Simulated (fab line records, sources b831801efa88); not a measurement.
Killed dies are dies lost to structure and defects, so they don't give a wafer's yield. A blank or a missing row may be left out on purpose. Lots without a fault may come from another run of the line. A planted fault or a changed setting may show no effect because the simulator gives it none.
Which tool did it? | flow gf180mcu | 15 lots, 42 wafers sampled, at 4 steps of a route of 602

WHAT THE GAUGES READ, wafer by wafer
GF_NSD_CD_MEAS_07: target cd 400 nm.
lot  | measured     | on        | cd_nm (nm)
L928 | day 13 15:23 | cd_sem-01 | 398.8 399.8 397.5
L930 | day 14 01:04 | cd_sem-01 | 399.4 399.4 397.3
L929 | day 14 07:22 | cd_sem-02 | 398.1 400.2 402.0
L931 | day 14 09:40 | cd_sem-01 | 399.6 400.9 398.4
L934 | day 15 19:55 | cd_sem-02 | 399.9 367.7
L935 | day 16 01:34 | cd_sem-01 | 404.7 371.8
L936 | day 16 07:01 | cd_sem-01 | 372.1 403.0
L943 | day 18 20:41 | cd_sem-01 | 399.6 399.7 400.6
L944 | day 19 04:59 | cd_sem-02 | 402.8 398.6 400.7
L945 | day 19 12:01 | cd_sem-02 | 403.5 403.6 401.2
L946 | day 19 17:02 | cd_sem-02 | 398.2 396.8 398.1
L947 | day 20 10:42 | cd_sem-01 | 401.1 400.7 401.4
L948 | day 20 16:53 | cd_sem-02 | 399.0 397.7 398.5
L949 | day 21 02:31 | cd_sem-02 | 399.3 396.9 396.8
L950 | day 21 06:14 | cd_sem-01 | 400.0 398.4 399.5

GF_SAB_CD_MEAS_09: target cd 420 nm.
lot  | measured     | on        | cd_nm (nm)
L928 | day 15 10:25 | cd_sem-02 | 419.6 417.7 420.7
L930 | day 15 19:24 | cd_sem-02 | 422.9 421.8 422.6
L929 | day 16 02:11 | cd_sem-01 | 421.4 419.4 420.1
L931 | day 16 04:46 | cd_sem-02 | 425.0 424.3 424.4
L934 | day 17 17:50 | cd_sem-01 | 420.5 421.9
L935 | day 18 00:20 | cd_sem-01 | 419.7 420.2
L936 | day 18 06:15 | cd_sem-01 | 418.3 416.4
L943 | day 20 21:04 | cd_sem-01 | 420.5 421.3 421.2
L944 | day 21 06:43 | cd_sem-01 | 419.5 421.6 420.7
L945 | day 21 12:10 | cd_sem-02 | 419.7 417.2 417.8
L946 | day 21 18:02 | cd_sem-02 | 422.2 421.1 422.7
L947 | day 22 10:23 | cd_sem-02 | 419.9 418.9 419.3
L948 | day 22 17:16 | cd_sem-02 | 419.5 419.8 419.3
L949 | day 23 02:10 | cd_sem-02 | 420.8 421.3 420.5
L950 | day 23 06:05 | cd_sem-02 | 419.6 419.8 419.1

WHICH TOOL RAN EACH LOT (tool, then ch and the chambers of the sampled wafers, then the start)
lot  | GF_POLY_GATE_STRIP_14                | GF_NSD_DEVELOP_06
L928 | plasma_asher-02 ch 0,1, day 9 12:12  | litho_track-04 ch 0, day 13 15:15
L930 | plasma_asher-03 ch 0,1, day 9 22:07  | litho_track-03 ch 0, day 14 00:55
L929 | plasma_asher-03 ch 0,1, day 10 01:31 | litho_track-03 ch 0, day 14 07:13
L931 | plasma_asher-01 ch 0,1, day 10 03:15 | litho_track-03 ch 0, day 14 09:31
L934 | plasma_asher-01 ch 0,1, day 11 09:31 | litho_track-03 ch 0, day 15 19:46
L935 | plasma_asher-03 ch 0,1, day 11 14:40 | litho_track-03 ch 0, day 16 01:25
L936 | plasma_asher-03 ch 0, day 11 18:08   | litho_track-03 ch 0, day 16 06:52
L943 | plasma_asher-01 ch 0,1, day 13 21:13 | litho_track-04 ch 0, day 18 20:32
L944 | plasma_asher-02 ch 0,1, day 14 05:52 | litho_track-04 ch 0, day 19 04:50
L945 | plasma_asher-01 ch 0,1, day 14 11:37 | litho_track-04 ch 0, day 19 11:52
L946 | plasma_asher-03 ch 0,1, day 14 15:28 | litho_track-02 ch 0, day 19 16:53
L947 | plasma_asher-02 ch 0,1, day 15 05:55 | litho_track-04 ch 0, day 20 10:32
L948 | plasma_asher-01 ch 1, day 15 10:34   | litho_track-04 ch 0, day 20 16:44
L949 | plasma_asher-01 ch 0,1, day 15 16:34 | litho_track-04 ch 0, day 21 02:22
L950 | plasma_asher-03 ch 0,1, day 16 03:07 | litho_track-02 ch 0, day 21 06:05
- GF_POLY_GATE_STRIP_14: strips in O2/N2.
- GF_NSD_DEVELOP_06: develop time 60 s.

WHAT THE TOOLS THEMSELVES READ (means of the sampled wafers that have a number; where no wafer has one, the mark that the record gives instead)
GF_POLY_GATE_STRIP_14.
lot  | tool            | drypump_motor_current_A (A) | heater_power_w (W) | oes_product_au (a.u.)
L928 | plasma_asher-02 | 5.2                         | 293                | 0.507
L930 | plasma_asher-03 | 6.1                         | 342                | 0.507
L929 | plasma_asher-03 | 6.1                         | 324                | 0.504
L931 | plasma_asher-01 | 5.7                         | 317                | 0.510
L934 | plasma_asher-01 | 5.8                         | 321                | 0.512
L935 | plasma_asher-03 | 6.0                         | 329                | 0.503
L936 | plasma_asher-03 | 6.1                         | 360                | 0.506
L943 | plasma_asher-01 | 5.7                         | 318                | 0.502
L944 | plasma_asher-02 | 5.4                         | 277                | 0.509
L945 | plasma_asher-01 | 5.7                         | 319                | 0.506
L946 | plasma_asher-03 | 6.1                         | 344                | 0.503
L947 | plasma_asher-02 | 5.2                         | 294                | 0.509
L948 | plasma_asher-01 | 6.2                         | 307                | 0.506
L949 | plasma_asher-01 | 6.0                         | 317                | 0.507
L950 | plasma_asher-03 | 6.1                         | 339                | 0.508

THE ANSWER, worked out from the rows above alone
Rule: what is usual is taken from the lots themselves. Put in order of their means at a reading, lots are off if they are a third of the lots or fewer, leave a main group of 4 or more, and stand apart from it by a gap of 3 or more times the standard deviation of the main group's means; of several such gaps the widest counts. A main group whose means are all the same, to the digits that the tables above print for the reading, isn't used. A lot without any number at a reading at which 4 lots or more have one is off too. The other lots that the step has rows for count as sound. The gauges are gone through in route order, then the tools' own readings, and for those a lot's mean is taken as printed above. The first step at which some lot is off is used, and at that step the reading that is off furthest; a lot without a number counts as furthest.
Off: L934, L935, L936, at GF_NSD_CD_MEAS_07 (cd_nm). The main group: mean 399.6 nm, standard deviation 1.4.
A tool fits if, at a process step before that reading, it ran every lot that is off, and no sound lot after the first of them. The gauges at GF_NSD_CD_MEAS_07 are tried like those tools. One fits: litho_track-03 at GF_NSD_DEVELOP_06. Its last sound lot is L931 (day 14 09:31), its first lot that is off L934 (day 15 19:46): a fault that began between those two fits.

WHAT THE SIMULATOR HAD PUT IN
Process parameter drift: litho_track-03, from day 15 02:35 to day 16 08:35, at GF_NSD_DEVELOP_06. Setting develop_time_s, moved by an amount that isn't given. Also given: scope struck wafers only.
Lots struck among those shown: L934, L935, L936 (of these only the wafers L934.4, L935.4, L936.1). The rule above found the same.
